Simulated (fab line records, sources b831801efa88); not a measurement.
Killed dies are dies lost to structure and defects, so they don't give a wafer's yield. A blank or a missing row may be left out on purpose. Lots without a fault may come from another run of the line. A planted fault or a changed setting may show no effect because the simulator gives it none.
fab line records | flow sky130 | part 2 of 2: steps 25 to 33 of 33
record lots=5 wafers=15 last_day=50
route steps=708 shown LDD_HVP@286 LDD_LDN@289 SPACER@304 POLY_CUT@307
lots that met no fault: from a run of the same line without faults
start_h: hours from the record's first day to the start of the lot's first wafer shown | wait_h: hours since the lot's step before | " the same as in the row above | L1.1+2: a row that stands for several wafers | - no value, or no start given | * or withheld: withheld | < > ~ a bound
route shown NAME@n: a module of which the file shows steps, and the number in the route of the first | usual: mean/standard deviation of fault-free wafers | same: alike in all rows | chamber/n: place in a boat | sites: the reading at each site | _std_site: their standard deviation | _edge_site: outer sites' mean less inner sites' | radius_mm: how far each site lies from the wafer's centre | mask NAME#n: copy n | behind: the tool/chamber that last shaped the wafer | hold: why the lot was held/for how many hours/how that ended | device: the transistor (n, p or np) that didn't switch | end of line: the same wafers' tests at the end of the route | a step without rows: its recipe alone | killed: dies lost to structure and defects at the first sort, not the wafer's yield | map: a wafer's dies, x killed, . not, _ none there
set.NAME: the setting as run; set.NAME@STEP: as run at that earlier step | model.NAME: the simulator's own value behind a step, which no gauge read
lots at some steps of the route; a table a step, a row a wafer
services: from which hour (start_h, from the record's first day; less than 0 if before it) a tool's chamber was out of use, for how many hours, and why
## steps
# step SKY_POLY_CUT_COAT_03
# recipe resist=KrF-thick spin_rpm=3000 resist_thk_nm=450
# usual chill_plate_temp_C=22.99/0.093 spin_speed_rpm=3000.1/2.5
# columns lot.wafer tool chamber start_h wait_h chill_plate_temp_C spin_speed_rpm
L074.4 litho_track-02 0 - - 23.14 2999.8
L074.5 " 0 " " 23.17 3002.1
L074.6 " 0 " " 23.21 3000.5
L082.1 litho_track-01 0 - - 22.91 2998.0
L082.5 " 0 " " 22.92 2998.8
L082.6 " 0 " " 23.03 2998.1
L086.2 litho_track-02 0 - - 22.96 2993.7
L086.4 " 0 " " 23.06 2999.5
L086.6 " 0 " " 22.89 2998.9
L090.3 litho_track-01 0 - - 22.90 3005.1
L090.4 " 0 " " 22.98 2999.6
L090.6 " 0 " " 22.94 3001.9
L095.1 litho_track-02 0 - - 22.90 2997.0
L095.2 " 0 " " 23.19 2995.6
L095.6 " 0 " " 23.04 2999.8
# step SKY_POLY_CUT_SOFTBAKE_04
# recipe temp_c=100 time_s=90 resist=KrF-thick
# usual chill_plate_temp_C=23.01/0.12
# columns lot.wafer tool chamber start_h wait_h chill_plate_temp_C
L074.4 litho_track-02 0 - - 23.08
L074.5 " 0 " " 23.07
L074.6 " 0 " " 23.08
L082.1 litho_track-01 0 - - 22.99
L082.5 " 0 " " 22.92
L082.6 " 0 " " 22.82
L086.2 litho_track-02 0 - - 22.91
L086.4 " 0 " " 23.13
L086.6 " 0 " " 22.99
L090.3 litho_track-01 0 - - 22.95
L090.4 " 0 " " 22.83
L090.6 " 0 " " 23.01
L095.1 litho_track-02 0 - - 23.12
L095.2 " 0 " " 22.99
L095.6 " 0 " " 23.10
# step SKY_POLY_CUT_EXPOSE_05
# recipe mask_id=NPCM na=0.8 source_shape=annular sigma_inner=0.55 sigma_outer=0.85 target_cd_nm=270 dose_mj=32
# columns lot.wafer tool chamber start_h wait_h mask
L074.4+5+6 krf_scanner-01 0 - - NPCM#0
L082.1+5+6 krf_scanner-02 0 - - NPCM#0
L086.2+4+6 krf_scanner-01 0 - - NPCM#0
L090.3+4+6 krf_scanner-02 0 - - NPCM#0
L095.1+2+6 krf_scanner-01 0 - - NPCM#0
# step SKY_POLY_CUT_PEB_06
# recipe peb_temp_c=withheld peb_time_s=withheld resist=KrF-thick
# usual chill_plate_temp_C=*
# columns lot.wafer tool chamber start_h wait_h chill_plate_temp_C
L074.4 litho_track-01 0 - - *
L074.5 " 0 " " *
L074.6 " 0 " " *
L082.1 litho_track-01 0 - - *
L082.5 " 0 " " *
L082.6 " 0 " " *
L086.2 litho_track-02 0 - - *
L086.4 " 0 " " *
L086.6 " 0 " " *
L090.3 litho_track-01 0 - - *
L090.4 " 0 " " *
L090.6 " 0 " " *
L095.1 litho_track-01 0 - - *
L095.2 " 0 " " *
L095.6 " 0 " " *
# step SKY_POLY_CUT_DEVELOP_07
# recipe develop_time_s=60 resist=KrF-thick dev_temp_c=21
# usual chill_plate_temp_C=23.00/0.1
# columns lot.wafer tool chamber start_h wait_h chill_plate_temp_C
L074.4 litho_track-01 0 - - 23.16
L074.5 " 0 " " 22.99
L074.6 " 0 " " 23.08
L082.1 litho_track-01 0 - - 23.01
L082.5 " 0 " " 23.08
L082.6 " 0 " " 23.16
L086.2 litho_track-02 0 - - 22.94
L086.4 " 0 " " 22.95
L086.6 " 0 " " 23.04
L090.3 litho_track-01 0 - - 22.98
L090.4 " 0 " " 23.01
L090.6 " 0 " " 22.99
L095.1 litho_track-01 0 - - 23.06
L095.2 " 0 " " 23.11
L095.6 " 0 " " 23.04
# step SKY_POLY_CUT_CD_MEAS_08
# recipe target_cd_nm=270
# usual cd_nm=270.2/1.3
# columns lot.wafer tool chamber start_h wait_h cd_nm
L074.4 cd_sem-02 - 567.96 - 269.7
L074.5 " - " " 268.6
L074.6 " - " " 268.9
L082.1 cd_sem-02 - 622.60 - 270.2
L082.5 " - " " 269.4
L082.6 " - " " 270.4
L086.2 cd_sem-01 - 674.23 - 268.8
L086.4 " - " " 270.9
L086.6 " - " " 270.0
L090.3 cd_sem-01 - 697.54 - 270.8
L090.4 " - " " 270.6
L090.6 " - " " 270.3
L095.1 cd_sem-02 - 733.20 - 270.8
L095.2 " - " " 269.8
L095.6 " - " " 272.1
# step SKY_POLY_CUT_OVL_MEAS_09
# usual POLY_CUT_OVL=3/5.6
# columns lot.wafer tool chamber start_h wait_h POLY_CUT_OVL[nm]
L074.4 overlay-02 - 568.04 0.1 3
L074.5 " - " " 3
L074.6 " - " " 3
L082.1 overlay-01 - 622.72 0.1 -2
L082.5 " - " " -6
L082.6 " - " " -5
L086.2 overlay-01 - 674.34 0.1 1
L086.4 " - " " 8
L086.6 " - " " 3
L090.3 overlay-01 - 697.63 0.1 3
L090.4 " - " " -6
L090.6 " - " " -2
L095.1 overlay-02 - 733.32 0.1 11
L095.2 " - " " 7
L095.6 " - " " 8
# step SKY_POLY_CUT_ETCH_10
# recipe chemistry=N2/H2 target=BARC ion_energy_ev=200 source_w=500 bias_w=100 pressure_mtorr=30 n2_flow_sccm=100 h2_flow_sccm=200 stop_on=SiO2 time_s=45.9 target_depth_a=600
# usual drypump_motor_current_A=5.75/0.28 oes_product_au=0.855/0.0045 throttle_valve_pct=13.224/0.0087
# columns lot.wafer tool chamber start_h wait_h drypump_motor_current_A oes_product_au rf_hours_counter_h throttle_valve_pct
L074.4 rie_diel-01 2 568.06 0.0 5.86 0.858 16 13.214
L074.5 " 2 " " 5.84 0.856 - 13.238
L074.6 " 3 " " 5.84 0.859 - 13.226
L082.1 rie_diel-03 2 622.76 0.0 6.23 0.859 9 13.224
L082.5 " 3 " " 6.24 0.843 - 13.223
L082.6 " 0 " " 5.26 0.852 - 13.227
L086.2 rie_diel-01 1 674.37 0.0 5.39 0.847 14 13.222
L086.4 " 3 " " 5.83 0.854 - 13.239
L086.6 " 1 " " 5.42 0.855 - 13.215
L090.3 rie_diel-01 1 697.66 0.0 5.37 0.860 15 13.220
L090.4 " 2 " " 5.83 0.856 - 13.229
L090.6 " 1 " " 5.37 0.856 - 13.220
L095.1 rie_diel-02 0 733.36 0.0 5.53 0.858 1 13.214
L095.2 " 1 " " 5.64 0.854 30 13.233
L095.6 " 1 " " 5.65 0.849 - 13.229
# step SKY_POLY_CUT_ETCH_11
# recipe target=Si3N4 chemistry=CF4/CH2F2/Ar stop_on=poly-Si source_w=600 bias_w=150 pressure_mtorr=40 cf4_flow_sccm=40 ch2f2_flow_sccm=20 Ar_flow_sccm=150 time_s=42.5 target_depth_a=600
# usual drypump_motor_current_A=5.74/0.29 oes_product_au=0.835/0.0063 throttle_valve_pct=14.995/0.0093
# columns lot.wafer tool chamber start_h wait_h drypump_motor_current_A oes_product_au rf_hours_counter_h throttle_valve_pct
L074.4 rie_diel-01 2 568.10 0.0 5.84 0.833 16 14.985
L074.5 " 2 " " 5.84 0.831 - 14.992
L074.6 " 3 " " 5.83 0.839 - 14.987
L082.1 rie_diel-03 2 622.80 0.0 6.27 0.837 9 14.993
L082.5 " 3 " " 6.23 0.841 - 15.005
L082.6 " 0 " " 5.21 0.839 - 14.989
L086.2 rie_diel-01 1 674.41 0.0 5.39 0.832 14 14.994
L086.4 " 3 " " 5.80 0.835 - 14.982
L086.6 " 1 " " 5.40 0.837 - 14.972
L090.3 rie_diel-01 1 697.70 0.0 5.40 0.826 15 14.993
L090.4 " 2 " " 5.85 0.839 - 15.003
L090.6 " 1 " " 5.38 0.836 - 14.986
L095.1 rie_diel-02 0 733.40 0.0 5.55 0.833 1 14.987
L095.2 " 1 " " 5.65 0.837 30 15.009
L095.6 " 1 " " 5.66 0.833 - 14.986
## services
# columns tool chamber start_h hours kind
rie_diel-02 3 495.73 12.1 repair
implanter-01 - 498.10 1.0 repair
rie_diel-01 1 502.12 6.7 repair
iline_stepper-01 - 528.69 1.7 pm
implanter-01 - 533.07 1.1 repair
implanter-03 - 535.62 2.8 repair
implanter-03 - 569.14 2.4 repair
rie_diel-01 - 574.96 0.6 repair
rie_diel-01 1 575.04 2.3 repair
lpcvd-02 - 584.37 0.8 repair
rie_diel-04 3 596.53 2.9 repair
implanter-03 - 597.18 5.1 pm
lpcvd-02 - 597.39 6.0 pm
implanter-01 - 618.12 2.2 repair
rie_diel-01 0 625.82 7.1 repair
plasma_asher-03 - 640.99 1.4 repair
rie_diel-01 0 672.91 132.0 repair
rie_diel-01 - 699.99 14.6 pm
rie_diel-04 1 707.93 49.0 repair
implanter-01 - 709.11 1.4 repair
rie_diel-04 3 712.45 4.3 repair
rie_diel-01 - 715.71 2.8 pm
implanter-03 - 721.79 9.5 repair
rie_diel-01 2 727.19 1.8 repair
